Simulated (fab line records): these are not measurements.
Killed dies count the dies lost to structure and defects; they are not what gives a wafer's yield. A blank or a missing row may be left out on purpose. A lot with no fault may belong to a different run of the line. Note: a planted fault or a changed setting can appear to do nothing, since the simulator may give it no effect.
Which tool did it?    flow gf180mcu    Sampling: 12 lots, 36 wafers, 6 of 602 route steps

== WHAT THE GAUGES READ, wafer by wafer ==
GF_VT_IMPLANT_OVL_MEAS_40. Usual: for VT_IMPLANT_03_OVL the level is 0.0 nm and the standard deviation is 1.5.
lot   measured      on          VT_IMPLANT_03_OVL (nm)  flag
L559  day 7 20:44   overlay-01  0.4 -0.9 0.2            
L560  day 8 05:29   overlay-01  -2.8 -2.6 -2.2          
L561  day 8 10:42   overlay-01  -2.8 0.5 -1.9           
L562  day 8 17:02   overlay-01  2.0 1.5 1.3             
L566  day 9 19:05   overlay-01  -0.1 0.8 1.3            
L568  day 10 05:56  overlay-01  - - -                   OFF
L573  day 11 13:46  overlay-02  0.6 0.3 2.2             
L574  day 11 19:19  overlay-01  0.0 0.8 0.5             
L577  day 12 15:07  overlay-01  -1.4 -1.7 -0.3          
L578  day 12 17:56  overlay-01  0.3 -0.8 -2.5           
L579  day 13 03:14  overlay-01  -1.8 -1.3 -0.4          
L581  day 13 16:35  overlay-01  2.5 -0.6 0.9            

GF_VT_IMPLANT_TW_MEAS_43. Usual: for VT_IMPLANT_4_TW the level is 695 and the standard deviation is 3.3.
lot   measured      on             VT_IMPLANT_4_TW    flag
L559  day 7 21:02   film_metro-04  698 696 697        
L560  day 8 05:46   film_metro-01  694 692 692        
L561  day 8 10:59   film_metro-01  693 695 691        
L562  day 8 17:20   film_metro-01  687 689 694        
L566  day 9 19:22   film_metro-01  694 692 693        
L568  day 10 06:14  film_metro-04  30 30 30 30 30 30  OFF
L573  day 11 14:03  film_metro-04  697 696 695        
L574  day 11 19:37  film_metro-01  698 695 696        
L577  day 12 15:24  film_metro-01  697 691 692        
L578  day 12 18:14  film_metro-02  695 691 692        
L579  day 13 03:31  film_metro-01  700 700 699        
L581  day 13 16:53  film_metro-02  694 700 697        

GF_HV_LDD_CD_MEAS_46: target cd 400 nm. Usual: cd_nm at 400.1 nm, with a standard deviation of 2.2.
lot   measured      on         cd_nm (nm)         flag
L559  day 13 00:43  cd_sem-01  398.4 399.3 398.6  
L560  day 13 16:17  cd_sem-01  399.7 400.9 398.9  
L561  day 13 14:53  cd_sem-02  400.6 400.0 400.1  
L562  day 13 22:34  cd_sem-01  398.1 402.2 403.1  
L566  day 15 17:05  cd_sem-02  401.5 401.2 401.5  
L573  day 17 18:38  cd_sem-02  399.3 399.8 397.5  
L574  day 17 18:56  cd_sem-01  398.1 399.1 400.7  
L577  day 18 19:07  cd_sem-02  401.4 399.9 399.8  
L578  day 18 18:28  cd_sem-01  401.8 401.5 401.2  
L579  day 19 04:23  cd_sem-01  399.7 400.2 400.1  
L581  day 19 16:06  cd_sem-01  397.5 399.4 399.1  

GF_NSD_OVL_MEAS_08. Usual: for NSD_OVL the level is 0.2 nm and the standard deviation is 1.5.
lot   measured      on          NSD_OVL (nm)    flag
L559  day 14 00:13  overlay-01  -4.0 0.0 -1.5   
L560  day 14 15:58  overlay-02  -1.5 1.5 1.3    
L561  day 14 14:30  overlay-02  0.8 0.4 1.8     
L562  day 14 22:55  overlay-01  -1.5 -0.5 0.6   
L566  day 16 17:52  overlay-01  -0.6 -1.3 -1.7  
L573  day 18 21:07  overlay-01  -0.5 1.2 0.0    
L574  day 18 21:43  overlay-02  0.3 -2.5 0.2    
L577  day 20 00:01  overlay-02  0.7 1.1 1.2     
L578  day 19 23:22  overlay-02  2.2 -0.6 -0.5   
L579  day 20 07:52  overlay-01  0.2 1.9 2.4     
L581  day 20 19:10  overlay-01  -2.8 -2.3 -0.9  

== WHICH TOOL RAN EACH LOT (tool, then ch and the chambers of the sampled wafers, then the start) ==
lot   GF_STI_ETCH_14                   GF_VT_IMPLANT_EXPOSE_37
L559  rie_si-02 ch 1,2, day 2 05:55    iline_stepper-02 ch 0, day 7 12:59
L560  rie_si-02 ch 1,2,3, day 2 11:55  iline_stepper-02 ch 0, day 7 21:33
L561  rie_si-02 ch 0,1,3, day 2 18:05  iline_stepper-01 ch 0, day 8 03:25
L562  rie_si-01 ch 0,1,3, day 2 22:35  iline_stepper-01 ch 0, day 8 09:10
L566  rie_si-02 ch 0,3, day 3 17:55    iline_stepper-02 ch 0, day 9 11:20
L568  rie_si-02 ch 1,2,3, day 4 05:29  iline_stepper-01 ch 0, day 9 21:47
L573  rie_si-02 ch 0,2,3, day 5 06:47  iline_stepper-02 ch 0, day 11 05:13
L574  rie_si-02 ch 0,1,3, day 5 12:16  iline_stepper-02 ch 0, day 11 10:26
L577  rie_si-01 ch 0,1, day 6 04:08    iline_stepper-01 ch 0, day 12 06:15
L578  rie_si-01 ch 0,2,3, day 6 09:14  iline_stepper-01 ch 0, day 12 09:03
L579  rie_si-01 ch 1,2,3, day 6 14:32  iline_stepper-02 ch 0, day 12 18:40
L581  rie_si-02 ch 2,3, day 7 00:04    iline_stepper-02 ch 0, day 13 07:04
- GF_STI_ETCH_14: etches Si in HBr/Cl2/O2, target depth 360 nm, time 102.9 s.
- GF_VT_IMPLANT_EXPOSE_37: exposes mask Nwell HV AREA, target cd 860 nm.

== AS READ BY THE TOOLS THEMSELVES (means over the sampled wafers that have a number; for cases with no such wafer, the mark the record gives instead) ==
GF_STI_ETCH_14. Usual: O2_flow_sccm 6.002 sccm, standard deviation 0.019; chamber_pressure_mTorr 15.001 mTorr, standard deviation 0.018; drypump_motor_current_A 5.9 A, standard deviation 0.54; he_backside_leak_sccm 2.84 sccm, standard deviation 0.26; oes_product_au 0.999 a.u., standard deviation 0.0095; throttle_valve_pct 25.657 %, standard deviation 0.011.
lot   tool       O2_flow_sccm (sccm)  chamber_pressure_mTorr (mTorr)  drypump_motor_current_A (A)  he_backside_leak_sccm (sccm)  oes_product_au (a.u.)  throttle_valve_pct (%)  flag
L559  rie_si-02  6.029                14.999                          6.3                          2.65                          0.997                  25.659                  
L560  rie_si-02  5.998                15.005                          6.2                          2.83                          0.990                  25.660                  
L561  rie_si-02  6.020                15.001                          6.0                          2.96                          0.999                  25.649                  
L562  rie_si-01  5.993                14.990                          5.8                          2.85                          1.000                  25.656                  
L566  rie_si-02  6.005                14.990                          6.3                          2.99                          0.998                  25.652                  
L568  rie_si-02  5.989                15.010                          6.2                          2.69                          0.995                  25.659                  
L573  rie_si-02  5.988                15.009                          6.4                          2.96                          0.999                  25.660                  
L574  rie_si-02  6.000                14.990                          6.0                          2.92                          1.006                  25.656                  
L577  rie_si-01  6.023                14.998                          6.0                          2.77                          0.994                  25.653                  
L578  rie_si-01  5.989                15.005                          5.4                          2.79                          1.002                  25.659                  
L579  rie_si-01  6.014                15.002                          5.7                          2.69                          1.009                  25.646                  
L581  rie_si-02  6.013                14.997                          6.5                          2.81                          1.002                  25.655                  

== THE ANSWER, worked out from the rows above alone ==
Rule: a lot counts as off when the mean over its wafers that have a number is more than 3 standard deviations away from the usual mean. A lot without any number at a reading at which 4 lots or more have one is off too. Any other lot the step has rows for is counted as sound. First the gauges in route order, then the tools' own readings, where a lot's mean is used as printed above. The first step at which some lot is off is used, and at that step the reading that is off furthest; a lot without a number counts as furthest.
Off: at GF_VT_IMPLANT_OVL_MEAS_40 (VT_IMPLANT_03_OVL), L568. Without a number there: L568.
A tool fits if, at a process step before that reading, it ran every lot that is off, and no sound lot after the first of them. Not tried: the gauges at GF_VT_IMPLANT_OVL_MEAS_40; whatever is off there is also off at GF_VT_IMPLANT_TW_MEAS_43, on other tools, and gauge error can't account for it. Of those tried, none fits.

== WHAT THE SIMULATOR HAD PUT IN ==
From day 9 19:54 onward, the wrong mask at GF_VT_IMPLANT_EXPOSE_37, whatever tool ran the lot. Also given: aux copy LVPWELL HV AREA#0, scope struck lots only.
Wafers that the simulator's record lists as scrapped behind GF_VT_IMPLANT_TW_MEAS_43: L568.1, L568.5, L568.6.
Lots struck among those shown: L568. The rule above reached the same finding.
